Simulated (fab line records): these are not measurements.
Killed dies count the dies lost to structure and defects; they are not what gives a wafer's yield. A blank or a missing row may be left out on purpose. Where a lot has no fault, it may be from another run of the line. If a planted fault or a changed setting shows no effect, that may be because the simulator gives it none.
fab line records + flow sky130
[record]
- lots = 6
- wafers = 18
- last_day = 50
route steps=708 shown LOCAL_INTERCONNECT@389 PAD_OPEN@708
lots with no fault: from the same line, run without faults
start_h: hours from the record's opening day to when the first of the lot's shown wafers began + wait_h: hours from the lot's prior step to this one + " identical to the entry in the row above + L1.1+2: several wafers, shown together as one row + - value missing, or start not given + * or withheld: withheld + < > ~ a bound
route shown NAME@n: names a module that has steps shown in the file, with the first one's number in the route + usual: mean/standard deviation taken from wafers without a fault + same: alike in all rows + chamber/n: place in a boat + sites: readings site by site + _std_site: standard deviation across them + _edge_site: inner sites' mean taken away from outer sites' mean + radius_mm: for every site, how far away it sits from the centre of the wafer + mask NAME#n: copy n + behind: the last tool/chamber to shape the wafer + hold: why the lot was held/for how many hours/how that ended + device: the transistor (n, p or np) that didn't switch + end of line: at the end of the route, the tests of the same wafers + where a step has no rows: the recipe by itself + killed: not the wafer's yield, but the dies lost to structure and defects at the first sort + map: dies across one wafer; x = killed, . = not, _ = none there
set.NAME: the setting as run; set.NAME@STEP: as run at that earlier step + model.NAME: the simulator's own value behind a step, which no gauge read
lots seen at some steps along the route; tables by step, rows by wafer
services: when a tool's chamber went out of use (start_h, in hours from the record's first day, below 0 if earlier), for how many hours, and the reason
[[steps]]
[step SKY_LOCAL_INTERCONNECT_THK_MEAS_02]
[recipe]
- thk_meas_gauge = xrf
- reads = TiN_of_LOCAL_INTERCONNECT_SPUTTER_00
[usual]
- LOCAL_INTERCONNECT_TIN_THK = 99.6/0.99
| lot.wafer | tool          | chamber | start_h | wait_h | LOCAL_INTERCONNECT_TIN_THK[nm] |
|-----------|---------------|---------|---------|--------|--------------------------------|
| L803.2    | film_metro-02 | -       | 692.95  | 0.1    | 100.1                          |
| L803.5    | "             | -       | "       | "      | 99.3                           |
| L803.6    | "             | -       | "       | "      | 100.1                          |
| L806.3    | film_metro-02 | -       | 720.15  | 0.1    | 99.0                           |
| L806.4    | "             | -       | "       | "      | 101.2                          |
| L806.5    | "             | -       | "       | "      | 100.8                          |
| L813.1    | film_metro-04 | -       | 782.11  | 0.1    | 98.5                           |
| L813.2    | "             | -       | "       | "      | 99.5                           |
| L813.5    | "             | -       | "       | "      | 101.3                          |
| L814.1    | film_metro-02 | -       | 787.73  | 0.1    | 99.5                           |
| L814.4    | "             | -       | "       | "      | 99.5                           |
| L814.5    | "             | -       | "       | "      | 100.0                          |
| L820.1    | film_metro-04 | -       | 830.08  | 0.1    | 101.7                          |
| L820.2    | "             | -       | "       | "      | 101.0                          |
| L820.5    | "             | -       | "       | "      | 101.3                          |
| L822.2    | film_metro-04 | -       | 846.03  | 0.1    | 100.2                          |
| L822.4    | "             | -       | "       | "      | 99.6                           |
| L822.6    | "             | -       | "       | "      | 100.7                          |
[step SKY_LOCAL_INTERCONNECT_DEHYDRATE_03]
[recipe]
- temp_c = 200
- time_s = 60
[step SKY_LOCAL_INTERCONNECT_HMDS_04]
[recipe]
- prime_time_s = 60
- prime_temp_c = 120
[step SKY_LOCAL_INTERCONNECT_COAT_05]
[recipe]
- resist = BARC
- temp_c = withheld
- time_s = withheld
- spin_rpm = 3000
- resist_thk_nm = 60
[step SKY_LOCAL_INTERCONNECT_COAT_06]
[recipe]
- resist = KrF-thick
- spin_rpm = 3000
- resist_thk_nm = 450
[step SKY_LOCAL_INTERCONNECT_SOFTBAKE_07]
[recipe]
- temp_c = 100
- time_s = 90
- resist = KrF-thick
[step SKY_LOCAL_INTERCONNECT_EXPOSE_08]
[recipe]
- mask_id = LI1M
- na = 0.8
- source_shape = annular
- sigma_inner = 0.55
- sigma_outer = 0.85
- target_cd_nm = 170
- dose_mj = 28
[step SKY_LOCAL_INTERCONNECT_PEB_09]
[recipe]
- peb_temp_c = withheld
- peb_time_s = withheld
- resist = KrF-thick
[step SKY_LOCAL_INTERCONNECT_DEVELOP_10]
[recipe]
- develop_time_s = 60
- resist = KrF-thick
- dev_temp_c = 21
[step SKY_LOCAL_INTERCONNECT_CD_MEAS_11]
[recipe]
- target_cd_nm = 170
[usual]
- cd_nm = 170.3/1.6
| lot.wafer | tool      | chamber | start_h | wait_h | cd_nm |
|-----------|-----------|---------|---------|--------|-------|
| L803.2    | cd_sem-01 | -       | 720.53  | -      | 173.8 |
| L803.5    | "         | -       | "       | "      | 173.9 |
| L803.6    | "         | -       | "       | "      | 173.5 |
| L806.3    | cd_sem-02 | -       | 748.25  | -      | 168.8 |
| L806.4    | "         | -       | "       | "      | 168.5 |
| L806.5    | "         | -       | "       | "      | 169.1 |
| L813.1    | cd_sem-01 | -       | 809.05  | -      | 166.9 |
| L813.2    | "         | -       | "       | "      | 169.6 |
| L813.5    | "         | -       | "       | "      | 168.4 |
| L814.1    | cd_sem-01 | -       | 814.60  | -      | 171.7 |
| L814.4    | "         | -       | "       | "      | 171.6 |
| L814.5    | "         | -       | "       | "      | 171.5 |
| L820.1    | cd_sem-01 | -       | 855.80  | -      | 169.4 |
| L820.2    | "         | -       | "       | "      | 169.1 |
| L820.5    | "         | -       | "       | "      | 170.6 |
| L822.2    | cd_sem-02 | -       | 873.02  | -      | 171.2 |
| L822.4    | "         | -       | "       | "      | 169.6 |
| L822.6    | "         | -       | "       | "      | 171.2 |
[step SKY_LOCAL_INTERCONNECT_OVL_MEAS_12]
[usual]
- LOCAL_INTERCONNECT_OVL = -1/5.3
| lot.wafer | tool       | chamber | start_h | wait_h | LOCAL_INTERCONNECT_OVL[nm] |
|-----------|------------|---------|---------|--------|----------------------------|
| L803.2    | overlay-01 | -       | 720.64  | 0.1    | 7                          |
| L803.5    | "          | -       | "       | "      | -2                         |
| L803.6    | "          | -       | "       | "      | 0                          |
| L806.3    | overlay-01 | -       | 748.34  | 0.1    | 6                          |
| L806.4    | "          | -       | "       | "      | 8                          |
| L806.5    | "          | -       | "       | "      | 7                          |
| L813.1    | overlay-02 | -       | 809.17  | 0.1    | 1                          |
| L813.2    | "          | -       | "       | "      | -8                         |
| L813.5    | "          | -       | "       | "      | -1                         |
| L814.1    | overlay-02 | -       | 814.72  | 0.1    | -1                         |
| L814.4    | "          | -       | "       | "      | -6                         |
| L814.5    | "          | -       | "       | "      | -4                         |
| L820.1    | overlay-01 | -       | 855.92  | 0.1    | -3                         |
| L820.2    | "          | -       | "       | "      | -4                         |
| L820.5    | "          | -       | "       | "      | 2                          |
| L822.2    | overlay-02 | -       | 873.13  | 0.1    | -5                         |
| L822.4    | "          | -       | "       | "      | -7                         |
| L822.6    | "          | -       | "       | "      | -3                         |
[step SKY_LOCAL_INTERCONNECT_ETCH_13]
[recipe]
- chemistry = N2/H2
- target = BARC
- ion_energy_ev = 200
- bias_w = 100
- pressure_mtorr = 30
- n2_flow_sccm = 100
- h2_flow_sccm = 200
- icp_w = 500
- stop_on = SiO2
- time_s = 45.9
- target_depth_a = 600
[usual]
- bias_w = 100.00/0.29
- drypump_motor_current_A = 5.8/0.5
- oes_product_au = 0.855/0.0049
- throttle_valve_pct = 13.224/0.009
| lot.wafer | tool         | chamber | start_h | wait_h | bias_w | drypump_motor_current_A | oes_product_au | rf_hours_counter_h | throttle_valve_pct |
|-----------|--------------|---------|---------|--------|--------|-------------------------|----------------|--------------------|--------------------|
| L803.2    | rie_metal-02 | 0       | 720.67  | 0.0    | 99.87  | 6.6                     | 0.859          | 13                 | 13.212             |
| L803.5    | "            | 1       | "       | "      | 100.32 | 6.0                     | 0.865          | -                  | 13.202             |
| L803.6    | "            | 0       | "       | "      | 99.63  | 6.6                     | 0.856          | -                  | 13.247             |
| L806.3    | rie_metal-04 | 0       | 748.39  | 0.0    | 100.13 | 5.9                     | 0.849          | -                  | 13.239             |
| L806.4    | "            | 1       | "       | "      | 99.61  | 5.1                     | 0.843          | -                  | 13.212             |
| L806.5    | "            | 1       | "       | "      | 99.98  | 5.1                     | 0.850          | -                  | 13.208             |
| L813.1    | rie_metal-04 | 1       | 809.21  | 0.0    | 99.87  | 5.1                     | 0.858          | 11                 | 13.216             |
| L813.2    | "            | 0       | "       | "      | 100.02 | 5.9                     | 0.855          | 7                  | 13.223             |
| L813.5    | "            | 1       | "       | "      | 100.31 | 5.1                     | 0.856          | -                  | 13.241             |
| L814.1    | rie_metal-04 | 1       | 814.76  | 0.0    | 100.44 | 5.1                     | 0.848          | 11                 | 13.231             |
| L814.4    | "            | 0       | "       | "      | 99.82  | 5.9                     | 0.851          | -                  | 13.238             |
| L814.5    | "            | 1       | "       | "      | 100.00 | 5.1                     | 0.851          | -                  | 13.223             |
| L820.1    | rie_metal-02 | 1       | 855.96  | 0.0    | 100.27 | 6.0                     | 0.851          | 14                 | 13.224             |
| L820.2    | "            | 0       | "       | "      | 99.75  | 6.5                     | 0.848          | 18                 | 13.222             |
| L820.5    | "            | 1       | "       | "      | 99.88  | 6.0                     | 0.852          | -                  | 13.233             |
| L822.2    | rie_metal-04 | 0       | 873.16  | 0.0    | 99.76  | 5.9                     | 0.852          | 9                  | 13.233             |
| L822.4    | "            | 1       | "       | "      | 100.29 | 5.1                     | 0.847          | -                  | 13.223             |
| L822.6    | "            | 1       | "       | "      | 100.18 | 5.1                     | 0.853          | -                  | 13.229             |
[step SKY_LOCAL_INTERCONNECT_METAL_ETCH_14]
[recipe]
- target_depth_nm = 110
- stop_on = PSG
- chemistry = Cl2/BCl3
- target = TiN
- resist_sidewall_deg = 88
- pressure_mtorr = 10
- icp_w = 900
- bias_w = 48.5
- Cl2_flow_sccm = 60
- bcl3_flow_sccm = 30
- time_s = 31.4
[usual]
- bias_w = 48.48/0.14
- drypump_motor_current_A = 5.8/0.5
- oes_product_au = 0.940/0.0071
- throttle_valve_pct = 21.902/0.0088
| lot.wafer | tool         | chamber | start_h | wait_h | bias_w | drypump_motor_current_A | oes_product_au | rf_hours_counter_h | throttle_valve_pct |
|-----------|--------------|---------|---------|--------|--------|-------------------------|----------------|--------------------|--------------------|
| L803.2    | rie_metal-02 | 0       | 720.73  | 0.0    | 48.70  | 6.5                     | 0.944          | 13                 | 21.920             |
| L803.5    | "            | 1       | "       | "      | 48.21  | 6.0                     | 0.938          | -                  | 21.901             |
| L803.6    | "            | 0       | "       | "      | 48.62  | 6.5                     | 0.941          | -                  | 21.892             |
| L806.3    | rie_metal-04 | 0       | 748.45  | 0.0    | 48.66  | 5.9                     | 0.941          | -                  | 21.897             |
| L806.4    | "            | 1       | "       | "      | 48.40  | 5.1                     | 0.959          | -                  | 21.889             |
| L806.5    | "            | 1       | "       | "      | 48.50  | 5.1                     | 0.953          | -                  | 21.905             |
| L813.1    | rie_metal-04 | 1       | 809.27  | 0.0    | 45.89  | 5.1                     | 0.935          | 11                 | 21.924             |
| L813.2    | "            | 0       | "       | "      | 45.56  | 5.9                     | 0.940          | 7                  | 21.902             |
| L813.5    | "            | 1       | "       | "      | 46.02  | 5.1                     | 0.941          | -                  | 21.905             |
| L814.1    | rie_metal-04 | 1       | 814.82  | 0.0    | 45.92  | 5.1                     | 0.946          | 11                 | 21.896             |
| L814.4    | "            | 0       | "       | "      | 45.97  | 5.9                     | 0.935          | -                  | 21.920             |
| L814.5    | "            | 1       | "       | "      | 45.89  | 5.1                     | 0.950          | -                  | 21.900             |
| L820.1    | rie_metal-02 | 1       | 856.02  | 0.0    | 48.56  | 6.0                     | 0.945          | 14                 | 21.902             |
| L820.2    | "            | 0       | "       | "      | 48.21  | 6.6                     | 0.951          | 18                 | 21.891             |
| L820.5    | "            | 1       | "       | "      | 48.44  | 6.0                     | 0.944          | -                  | 21.892             |
| L822.2    | rie_metal-04 | 0       | 873.22  | 0.0    | 48.63  | 5.9                     | 0.942          | 9                  | 21.895             |
| L822.4    | "            | 1       | "       | "      | 48.73  | 5.1                     | 0.938          | -                  | 21.918             |
| L822.6    | "            | 1       | "       | "      | 48.66  | 5.1                     | 0.941          | -                  | 21.899             |
[step SKY_LOCAL_INTERCONNECT_STRIP_15]
[recipe]
- chemistry = O2/N2
- power_w = 1400
- pressure_mtorr = 1500
- platen_temp_c = withheld
- o2_flow_sccm = 3000
- n2_flow_sccm = 300
- overash_fraction = 0.5
[usual]
- drypump_motor_current_A = 5.5/0.45
- oes_product_au = 0.428/0.0045
- strip_time_to_endpoint_s = 4.722/0.017
| lot.wafer | tool            | chamber | start_h | wait_h | drypump_motor_current_A | oes_product_au | rf_hours_counter_h | strip_time_to_endpoint_s |
|-----------|-----------------|---------|---------|--------|-------------------------|----------------|--------------------|--------------------------|
| L803.2    | plasma_asher-01 | 0       | 720.78  | 0.0    | 5.4                     | 0.437          | 100                | 4.712                    |
| L803.5    | "               | 1       | "       | "      | 6.0                     | 0.426          | -                  | 4.724                    |
| L803.6    | "               | 0       | "       | "      | 5.4                     | 0.432          | -                  | 4.732                    |
| L806.3    | plasma_asher-03 | 1       | 748.52  | 0.1    | 5.6                     | 0.427          | -                  | 4.719                    |
| L806.4    | "               | 0       | "       | "      | 6.0                     | 0.431          | -                  | 4.718                    |
| L806.5    | "               | 1       | "       | "      | 5.6                     | 0.421          | -                  | 4.719                    |
| L813.1    | plasma_asher-03 | 0       | 809.32  | 0.0    | 6.1                     | 0.433          | 98                 | 4.769                    |
| L813.2    | "               | 1       | "       | "      | 5.5                     | 0.429          | 98                 | 4.731                    |
| L813.5    | "               | 0       | "       | "      | 6.1                     | 0.430          | -                  | 4.751                    |
| L814.1    | plasma_asher-04 | 1       | 814.87  | 0.0    | 4.7                     | 0.423          | 69                 | 4.729                    |
| L814.4    | "               | 1       | "       | "      | 4.7                     | 0.431          | -                  | 4.735                    |
| L814.5    | "               | 0       | "       | "      | 5.2                     | 0.426          | -                  | 4.754                    |
| L820.1    | plasma_asher-01 | 0       | 856.07  | 0.0    | 5.5                     | 0.439          | 11                 | 4.729                    |
| L820.2    | "               | 1       | "       | "      | 6.0                     | 0.427          | 11                 | 4.728                    |
| L820.5    | "               | 1       | "       | "      | 6.0                     | 0.430          | -                  | 4.710                    |
| L822.2    | plasma_asher-01 | 1       | 873.27  | 0.0    | 6.0                     | 0.432          | 12                 | 4.699                    |
| L822.4    | "               | 0       | "       | "      | 5.4                     | 0.420          | -                  | 4.709                    |
| L822.6    | "               | 1       | "       | "      | 6.0                     | 0.437          | -                  | 4.737                    |
[step SKY_PAD_OPEN_PROBE_99]
[usual]
- killed_at_M0_to_M3 = 42/6.6
- killed_at_M4_up = 3.0/1.8
- killed_at_contacts = 25/5.1
- killed_at_front_end = 15/4.4
- killed_at_other = 0.3/0.56
- killed_dies = 86/8.6
- killed_open = 47/6.9
- killed_short = 38/6
[same]
- gross_dies = 492
- killed_at_back_side = 0
| lot.wafer | tool      | chamber | start_h | wait_h | killed_at_M0_to_M3 | killed_at_M4_up | killed_at_contacts | killed_at_front_end | killed_at_other | killed_dies | killed_open | killed_short |
|-----------|-----------|---------|---------|--------|--------------------|-----------------|--------------------|---------------------|-----------------|-------------|-------------|--------------|
| L803.2    | prober-02 | -       | 1087.41 | 0.1    | 40                 | 1               | 26                 | 14                  | 0               | 81          | 48          | 33           |
| L803.5    | prober-02 | -       | 1087.56 | 0.2    | 48                 | 3               | 27                 | 5                   | 0               | 83          | 44          | 39           |
| L803.6    | prober-02 | -       | 1087.61 | 0.2    | 53                 | 2               | 26                 | 15                  | 0               | 96          | 59          | 37           |
| L806.3    | prober-01 | -       | 1107.28 | 0.2    | 51                 | 6               | 17                 | 23                  | 0               | 97          | 56          | 41           |
| L806.4    | prober-01 | -       | 1107.33 | 0.2    | 45                 | 4               | 20                 | 22                  | 0               | 91          | 54          | 37           |
| L806.5    | prober-01 | -       | 1107.38 | 0.2    | 42                 | 0               | 24                 | 15                  | 0               | 81          | 49          | 32           |
| L813.1    | prober-02 | -       | 1152.63 | 0.1    | 36                 | 3               | 23                 | 11                  | 1               | 74          | 39          | 35           |
| L813.2    | prober-02 | -       | 1152.68 | 0.1    | 55                 | 4               | 23                 | 15                  | 1               | 98          | 45          | 53           |
| L813.5    | prober-02 | -       | 1152.83 | 0.2    | 41                 | 4               | 22                 | 20                  | 0               | 87          | 47          | 40           |
| L814.1    | prober-01 | -       | 1154.08 | 0.1    | 47                 | 6               | 17                 | 20                  | 0               | 90          | 46          | 43           |
| L814.4    | prober-01 | -       | 1154.23 | 0.2    | 47                 | 4               | 20                 | 15                  | 0               | 86          | 49          | 36           |
| L814.5    | prober-01 | -       | 1154.28 | 0.2    | 58                 | 5               | 14                 | 12                  | 2               | 91          | 45          | 43           |
| L820.1    | prober-01 | -       | 1182.81 | 0.1    | 38                 | 4               | 31                 | 15                  | 0               | 88          | 49          | 39           |
| L820.2    | prober-01 | -       | 1182.86 | 0.1    | 48                 | 3               | 19                 | 13                  | 1               | 84          | 47          | 37           |
| L820.5    | prober-01 | -       | 1183.01 | 0.2    | 38                 | 2               | 21                 | 13                  | 1               | 75          | 35          | 40           |
| L822.2    | prober-01 | -       | 1194.68 | 0.1    | 39                 | 4               | 25                 | 13                  | 0               | 81          | 55          | 26           |
| L822.4    | prober-01 | -       | 1194.78 | 0.2    | 44                 | 3               | 29                 | 12                  | 3               | 91          | 55          | 36           |
| L822.6    | prober-01 | -       | 1194.88 | 0.2    | 42                 | 2               | 23                 | 19                  | 0               | 86          | 43          | 43           |
// killed by level:class
L803.2 LI_CONTACT:geometric_particle:open=9 VIA1:geometric_particle:open=9 CONTACT:geometric_particle:open=8 VIA3:geometric_particle:open=7 POLY_GATE:geometric_particle:short=5 FIELD_ISO:geometric_particle:open=4 METAL3:geometric_particle:short=4 LI_CONTACT:geometric_particle:short=3
L803.5 LI_CONTACT:geometric_particle:open=13 VIA1:geometric_particle:open=12 METAL2:geometric_particle:short=7 VIA3:geometric_particle:open=6 LI_CONTACT:geometric_particle:short=6 VIA1:geometric_particle:short=6 CONTACT:geometric_particle:open=5 METAL1:geometric_particle:short=5
L803.6 VIA1:geometric_particle:open=19 CONTACT:geometric_particle:open=10 LI_CONTACT:geometric_particle:open=9 FIELD_ISO:geometric_particle:short=6 VIA3:geometric_particle:open=6 VIA1:geometric_particle:short=6 METAL1:geometric_particle:short=5 VIA3:geometric_particle:short=4
L806.3 VIA1:geometric_particle:open=10 VIA2:geometric_particle:open=9 VIA3:geometric_particle:open=9 CONTACT:geometric_particle:open=6 METAL2:geometric_particle:short=6 METAL4:geometric_particle:short=5 FIELD_ISO:geometric_particle:open=4 POLY_GATE:geometric_particle:open=4
L806.4 VIA1:geometric_particle:open=17 VIA1:geometric_particle:short=8 CONTACT:geometric_particle:open=6 FIELD_ISO:geometric_particle:open=5 VIA3:geometric_particle:open=5 LI_CONTACT:geometric_particle:open=5 POLY_GATE:geometric_particle:open=4 METAL1:geometric_particle:open=4
L806.5 LI_CONTACT:geometric_particle:open=11 VIA1:geometric_particle:open=10 CONTACT:geometric_particle:open=8 METAL2:geometric_particle:short=8 VIA2:geometric_particle:open=6 METAL1:geometric_particle:short=6 VIA1:geometric_particle:short=5 FIELD_ISO:geometric_particle:open=4
L813.1 CONTACT:geometric_particle:open=11 CONTACT:geometric_particle:short=7 VIA1:geometric_particle:open=7 VIA2:geometric_particle:short=6 METAL3:geometric_particle:short=6 VIA3:geometric_particle:open=5 FIELD_ISO:geometric_particle:open=3 METAL1:geometric_particle:short=3
L813.2 METAL1:geometric_particle:short=13 VIA3:geometric_particle:open=9 LI_CONTACT:geometric_particle:open=7 CONTACT:geometric_particle:open=7 VIA1:geometric_particle:open=6 METAL2:geometric_particle:short=6 VIA2:geometric_particle:open=6 POLY_GATE:geometric_particle:short=5
L813.5 VIA2:geometric_particle:open=11 VIA1:geometric_particle:open=10 CONTACT:geometric_particle:open=9 POLY_GATE:geometric_particle:open=6 CONTACT:geometric_particle:short=6 POLY_GATE:geometric_particle:short=5 METAL2:geometric_particle:short=5 FIELD_ISO:geometric_particle:short=4
L814.1 VIA1:geometric_particle:open=8 CONTACT:geometric_particle:open=7 VIA2:geometric_particle:open=7 FIELD_ISO:geometric_particle:open=6 LI_CONTACT:geometric_particle:open=6 VIA1:geometric_particle:short=5 METAL1:geometric_particle:short=5 METAL2:geometric_particle:short=5
L814.4 VIA1:geometric_particle:open=12 CONTACT:geometric_particle:open=9 METAL1:geometric_particle:short=9 VIA1:geometric_particle:short=7 VIA3:geometric_particle:open=7 LI_CONTACT:geometric_particle:open=6 POLY_GATE:geometric_particle:short=5 VIA2:geometric_particle:open=4
L814.5 VIA1:geometric_particle:open=11 CONTACT:geometric_particle:open=7 METAL2:geometric_particle:short=7 VIA1:geometric_particle:short=7 METAL3:geometric_particle:short=7 VIA3:geometric_particle:open=6 VIA2:geometric_particle:open=6 POLY_GATE:geometric_particle:open=5
L820.1 CONTACT:geometric_particle:open=11 VIA2:geometric_particle:open=8 METAL1:geometric_particle:short=8 VIA1:geometric_particle:open=6 CONTACT:geometric_particle:short=6 LI_CONTACT:geometric_particle:open=5 POLY_GATE:geometric_particle:open=4 LI_CONTACT:geometric_particle:short=4
L820.2 VIA2:geometric_particle:open=12 VIA1:geometric_particle:open=9 LI_CONTACT:geometric_particle:open=7 CONTACT:geometric_particle:open=6 METAL1:geometric_particle:short=6 METAL2:geometric_particle:short=6 FIELD_ISO:geometric_particle:open=4 VIA1:geometric_particle:short=4
L820.5 METAL1:geometric_particle:short=10 CONTACT:geometric_particle:open=8 LI_CONTACT:geometric_particle:open=6 VIA1:geometric_particle:open=6 METAL2:geometric_particle:short=5 POLY_GATE:geometric_particle:short=4 LOCAL_INTERCONNECT:geometric_particle:short=4 VIA2:geometric_particle:short=4
L822.2 CONTACT:geometric_particle:open=15 VIA1:geometric_particle:open=9 METAL2:geometric_particle:short=9 VIA2:geometric_particle:open=8 LI_CONTACT:geometric_particle:open=5 FIELD_ISO:geometric_particle:short=4 FIELD_ISO:geometric_particle:open=4 VIA3:geometric_particle:open=4
L822.4 CONTACT:geometric_particle:open=11 VIA1:geometric_particle:open=11 VIA2:geometric_particle:open=9 LI_CONTACT:geometric_particle:open=8 POLY_GATE:geometric_particle:open=7 VIA3:geometric_particle:open=6 METAL1:geometric_particle:short=5 LOCAL_INTERCONNECT:geometric_particle:short=4
L822.6 CONTACT:geometric_particle:open=14 VIA2:geometric_particle:open=8 METAL1:geometric_particle:short=6 VIA1:geometric_particle:open=6 VIA1:geometric_particle:short=6 FIELD_ISO:geometric_particle:short=5 CONTACT:geometric_particle:short=5 POLY_GATE:geometric_particle:short=4
[[services]]
| tool            | chamber | start_h | hours | kind       |
|-----------------|---------|---------|-------|------------|
| plasma_asher-03 | -       | 701.20  | 5.6   | repair     |
| plasma_asher-03 | -       | 728.41  | 1.7   | repair     |
| plasma_asher-01 | -       | 733.75  | 9.0   | pm         |
| plasma_asher-01 | 0       | 733.75  | 9.0   | vent_cycle |
| plasma_asher-01 | 1       | 733.75  | 9.0   | vent_cycle |
| plasma_asher-01 | 0       | 742.75  | -     | clean      |
| plasma_asher-01 | 1       | 742.75  | -     | clean      |
| plasma_asher-01 | -       | 765.42  | 0.5   | repair     |
| rie_metal-02    | -       | 861.96  | 14.6  | pm         |
[[key]]
[first_sign]
- step = SKY_LOCAL_INTERCONNECT_METAL_ETCH_14
- reading = bias_w
- direction = down
- sigmas = 18
- usual = 48.48
- struck = 45.88
effect none on later readings
met_at SKY_LOCAL_INTERCONNECT_METAL_ETCH_14
struck_wafers L813.1,L813.2,L813.5,L814.1,L814.4,L814.5
tester_left_out L813,L814
onset_between 748.45 809.27
[fault]
- kind = process_parameter_drift
- tool = rie_metal-04
- chamber = -
- onset_h = 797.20
- steps = SKY_LOCAL_INTERCONNECT_METAL_ETCH_14
- channel = bias_w
- offset = -2.6268
- shape = step
- end_h = 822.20
- acts_in = these_recipes_only
- stated = 48.5
// tester_left_out: of these lots the tester's yield and bins aren't shown, on N5 and GAA mostly nor the transistor test; their killed dies are dies lost to structure and defects alone, not to doping, threshold or leakage, so they don't give the yield
